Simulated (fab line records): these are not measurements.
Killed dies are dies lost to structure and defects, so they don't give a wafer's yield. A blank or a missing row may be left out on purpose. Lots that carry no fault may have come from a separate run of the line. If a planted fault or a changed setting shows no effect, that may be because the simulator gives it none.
fab line records    flow sky130
record: lots: 6  wafers: 18  last-day: 50
route steps=708 shown VT_ADJUST_NCORE@123 VT_ADJUST_HVTR@131
lots that met no fault: taken from a fault-free run of the same line
start-h: start of the lot's first displayed wafer, in hours after the record's first day    wait-h: hours from the lot's prior step to this one    " identical to the entry in the row above    L1.1+2: one row covering several wafers at once    - no value, or no start was given    * or withheld: withheld    < > ~ a bound
route shown NAME@n: names a module that has steps shown in the file, with the first one's number in the route    usual: mean and standard deviation over wafers with no fault    same: alike in all rows    chamber/n: place in a boat    sites: the reading at each site    _std_site: the standard deviation of these    _edge_site: mean of outer sites minus mean of inner sites    radius-mm: how far each site lies from the wafer's centre    mask NAME#n: copy n    behind: the tool/chamber that last shaped the wafer    hold: reason for holding the lot/hours on hold/outcome of the hold    device: names the non-switching transistor (n, p or np)    end of line: the same wafers' tests at the end of the route    where a step has no rows: the recipe by itself    killed: the dies lost at the first sort to structure and to defects; this is not the yield of the wafer    map: dies across one wafer; x = killed, . = not, _ = none there
set.NAME: the setting that was run; set.NAME@STEP: the one run at that earlier step    model.NAME: the simulator's own value behind a step, which no gauge read
certain route steps with their lots: each step a table, each wafer a row
services: the hour from which a tool's chamber was out of use, counted from the record's first day as start-h (under 0 if before that day), plus the number of hours and why
== steps ==
step: SKY_VT_ADJUST_NCORE_EXPOSE_04
recipe: mask-id: LVTN_COMPLEMENT_THIN  na: 0.6  source-shape: conventional  sigma-outer: 0.6  polarization: unpolarized  target-cd-nm: 380  dose-mj: 139
step: SKY_VT_ADJUST_NCORE_PEB_05
recipe: temp-c: withheld  time-s: *  resist: NOVOLAK
step: SKY_VT_ADJUST_NCORE_DEVELOP_06
recipe: resist: NOVOLAK  developer: TMAH  develop-time-s: 60  dev-temp-c: 23
step: SKY_VT_ADJUST_NCORE_CD_MEAS_07
recipe: target-cd-nm: 380
usual: cd-nm: 379.0/2.2
lot.wafer  tool       chamber  start-h  wait-h  cd-nm
L726.1     cd-sem-01  -        214.15   0.1     381.2
L726.4     "          -        "        "       379.7
L726.5     "          -        "        "       376.8
L734.2     cd-sem-02  -        272.61   0.1     381.3
L734.3     "          -        "        "       380.5
L734.5     "          -        "        "       378.1
L741.2     cd-sem-02  -        329.52   0.1     375.9
L741.5     "          -        "        "       377.9
L741.6     "          -        "        "       377.5
L742.2     cd-sem-02  -        335.27   0.1     382.5
L742.3     "          -        "        "       384.6
L742.6     "          -        "        "       383.4
L743.2     cd-sem-01  -        337.07   0.1     379.2
L743.5     "          -        "        "       377.9
L743.6     "          -        "        "       379.1
L744.1     cd-sem-01  -        340.43   0.1     378.5
L744.3     "          -        "        "       380.0
L744.6     "          -        "        "       376.9
step: SKY_VT_ADJUST_NCORE_OVL_MEAS_08
usual: VT_ADJUST_NCORE_OVL: -0.4/1.3
lot.wafer  tool        chamber  start-h  wait-h  VT_ADJUST_NCORE_OVL[nm]
L726.1     overlay-02  -        214.27   0.1     0.8
L726.4     "           -        "        "       0.6
L726.5     "           -        "        "       0.8
L734.2     overlay-01  -        272.71   0.1     -0.6
L734.3     "           -        "        "       -0.4
L734.5     "           -        "        "       0.6
L741.2     overlay-01  -        329.63   0.1     0.2
L741.5     "           -        "        "       -1.3
L741.6     "           -        "        "       -1.5
L742.2     overlay-01  -        335.38   0.1     -1.2
L742.3     "           -        "        "       -1.6
L742.6     "           -        "        "       -0.6
L743.2     overlay-02  -        337.18   0.1     -1.4
L743.5     "           -        "        "       -1.6
L743.6     "           -        "        "       -2.2
L744.1     overlay-02  -        340.55   0.1     0.5
L744.3     "           -        "        "       0.1
L744.6     "           -        "        "       -1.0
step: SKY_VT_ADJUST_NCORE_IMPLANT_09
recipe: species: B  energy-kev: 10  dose-cm2: 2.4e+12  tilt-deg: withheld
step: SKY_VT_ADJUST_NCORE_STRIP_10
recipe: chemistry: O2/N2  power-w: 1400  pressure-mtorr: 1500  platen-temp-c: withheld  o2-flow-sccm: 3000  n2-flow-sccm: 300  overash-fraction: 0.5
usual: drypump-motor-current-A: 5.7/0.47  oes-product-au: 0.716/0.005  strip-time-to-endpoint-s: 14.18/0.034
lot.wafer  tool             chamber  start-h  wait-h  drypump-motor-current-A  oes-product-au  rf-hours-counter-h  strip-time-to-endpoint-s
L726.1     plasma-asher-02  0        214.46   0.1     5.3                      0.714           9                   14.20
L726.4     "                1        "        "       5.7                      0.722           -                   14.21
L726.5     "                0        "        "       5.3                      0.714           -                   14.21
L734.2     plasma-asher-03  1        272.89   0.1     5.6                      0.712           43                  14.20
L734.3     "                0        "        "       6.7                      0.718           -                   14.25
L734.5     "                0        "        "       6.7                      0.721           -                   14.20
L741.2     plasma-asher-01  0        329.81   0.1     5.3                      0.712           64                  14.14
L741.5     "                0        "        "       5.3                      0.714           -                   14.16
L741.6     "                1        "        "       5.6                      0.716           -                   14.17
L742.2     plasma-asher-01  1        335.56   0.1     5.6                      0.713           64                  14.21
L742.3     "                0        "        "       5.3                      0.716           -                   14.17
L742.6     "                0        "        "       5.3                      0.716           -                   14.20
L743.2     plasma-asher-03  0        337.36   0.1     6.7                      0.716           50                  14.24
L743.5     "                1        "        "       5.5                      0.722           -                   14.22
L743.6     "                0        "        "       6.6                      0.713           -                   14.23
L744.1     plasma-asher-02  1        340.74   0.1     5.7                      0.725           19                  14.21
L744.3     "                0        "        "       5.3                      0.724           -                   14.18
L744.6     "                1        "        "       5.7                      0.716           -                   14.22
step: SKY_VT_ADJUST_NCORE_TW_MEAS_11
usual: VT_ADJUST_NCORE_TW: 219.3/1.7
lot.wafer  tool           chamber  start-h  wait-h  VT_ADJUST_NCORE_TW
L726.1     film-metro-03  -        214.59   0.1     217.6
L726.4     "              -        "        "       218.1
L726.5     "              -        "        "       218.7
L734.2     film-metro-03  -        273.00   0.1     220.0
L734.3     "              -        "        "       220.3
L734.5     "              -        "        "       219.4
L741.2     film-metro-03  -        329.92   0.1     218.5
L741.5     "              -        "        "       218.3
L741.6     "              -        "        "       216.6
L742.2     film-metro-03  -        335.67   0.1     218.3
L742.3     "              -        "        "       217.2
L742.6     "              -        "        "       218.0
L743.2     film-metro-03  -        337.47   0.1     218.3
L743.5     "              -        "        "       218.7
L743.6     "              -        "        "       218.5
L744.1     film-metro-04  -        340.84   0.1     221.4
L744.3     "              -        "        "       219.6
L744.6     "              -        "        "       220.9
step: SKY_VT_ADJUST_HVTR_DEHYDRATE_00
recipe: temp-c: 200  time-s: 60
step: SKY_VT_ADJUST_HVTR_HMDS_01
recipe: prime-time-s: 60  prime-temp-c: 120
step: SKY_VT_ADJUST_HVTR_COAT_02
recipe: resist: NOVOLAK  spin-rpm: 3000  resist-thk-nm: 1140
step: SKY_VT_ADJUST_HVTR_SOFTBAKE_03
recipe: temp-c: 90  time-s: 60  resist: NOVOLAK
step: SKY_VT_ADJUST_HVTR_EXPOSE_04
recipe: mask-id: HVTRM  target-cd-nm: 380  na: 0.6  source-shape: conventional  sigma-outer: 0.6  dose-mj: 150
usual: exposure-dose-mJ-cm2: 150.06/0.21  focus-offset-nm: 0.0/0.46  na: 0.6/0
lot.wafer  tool              chamber  start-h  wait-h  mask     exposure-dose-mJ-cm2  focus-offset-nm  na
L726.1     iline-stepper-01  0        226.13   -       HVTRM#0  150.04                0.0              0.6
L726.4     "                 0        "        "       HVTRM#0  149.88                0.1              0.6
L726.5     "                 0        "        "       HVTRM#0  150.12                0.1              0.6
L734.2     iline-stepper-02  0        284.72   -       HVTRM#0  150.63                -0.9             0.6
L734.3     "                 0        "        "       HVTRM#0  150.31                -1.1             0.6
L734.5     "                 0        "        "       HVTRM#0  150.42                -0.5             0.6
L741.2     iline-stepper-01  -        342.25   -       HVTRM#0  -                     -                -
L741.5     "                 -        "        "       HVTRM#0  -                     -                -
L741.6     "                 -        "        "       HVTRM#0  -                     -                -
L742.2     iline-stepper-02  -        349.47   -       HVTRM#0  -                     -                -
L742.3     "                 -        "        "       HVTRM#0  -                     -                -
L742.6     "                 -        "        "       HVTRM#0  -                     -                -
L743.2     iline-stepper-02  0        350.90   -       HVTRM#0  150.22                0.6              0.6
L743.5     "                 0        "        "       HVTRM#0  150.23                1.0              0.6
L743.6     "                 0        "        "       HVTRM#0  150.12                1.7              0.6
L744.1     iline-stepper-02  0        354.25   -       HVTRM#0  150.07                -0.2             0.6
L744.3     "                 0        "        "       HVTRM#0  149.85                -0.1             0.6
L744.6     "                 0        "        "       HVTRM#0  150.08                -0.8             0.6
step: SKY_VT_ADJUST_HVTR_PEB_05
recipe: temp-c: withheld  time-s: *  resist: NOVOLAK
== services ==
tool              chamber  start-h  hours  kind
iline-stepper-01  -        191.74   4.4    pm
iline-stepper-02  -        191.95   0.6    repair
iline-stepper-02  -        202.75   1.7    pm
iline-stepper-01  -        216.73   2.1    pm
iline-stepper-01  -        218.81   -      consumable-replace:lamp
iline-stepper-02  -        233.88   -      calibration
iline-stepper-01  -        250.77   0.8    pm
plasma-asher-01   -        257.98   5.9    repair
plasma-asher-01   -        263.85   15.6   pm
plasma-asher-02   -        277.41   13.9   pm
plasma-asher-01   -        281.63   3.3    repair
iline-stepper-01  0        288.44   -      calibration
plasma-asher-03   -        298.33   0.4    repair
plasma-asher-03   -        300.21   1.9    repair
plasma-asher-02   -        311.71   8.1    repair
plasma-asher-01   -        321.14   3.2    repair
iline-stepper-02  0        322.60   -      calibration
plasma-asher-02   -        329.38   4.0    pm
iline-stepper-01  -        329.80   1.7    pm
== key ==
first-sign: step: SKY_VT_ADJUST_HVTR_EXPOSE_04  reading: tool-record  direction: missing
effect none on later readings
met-at SKY_VT_ADJUST_HVTR_EXPOSE_04
struck-wafers L741.2,L741.5,L741.6,L742.2,L742.3,L742.6
sort-left-out L741.2,L741.5,L741.6,L742.2,L742.3,L742.6
tester-left-out L741,L742
onset-between 284.72 342.25
fault: kind: skipped-step-whole  tool: iline-stepper-01,iline-stepper-02  chamber: -  onset-h: 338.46  steps: SKY_VT_ADJUST_HVTR_EXPOSE_04  scope: struck-lots-only
tester-left-out: of these lots the tester's yield and bins aren't shown, on N5 and GAA mostly nor the transistor test; their killed dies are dies lost to structure and defects alone, not to doping, threshold or leakage, so they don't give the yield
sort-left-out: the simulated sort isn't trusted on such a fault, so these wafers' sort isn't shown, and their yield isn't known
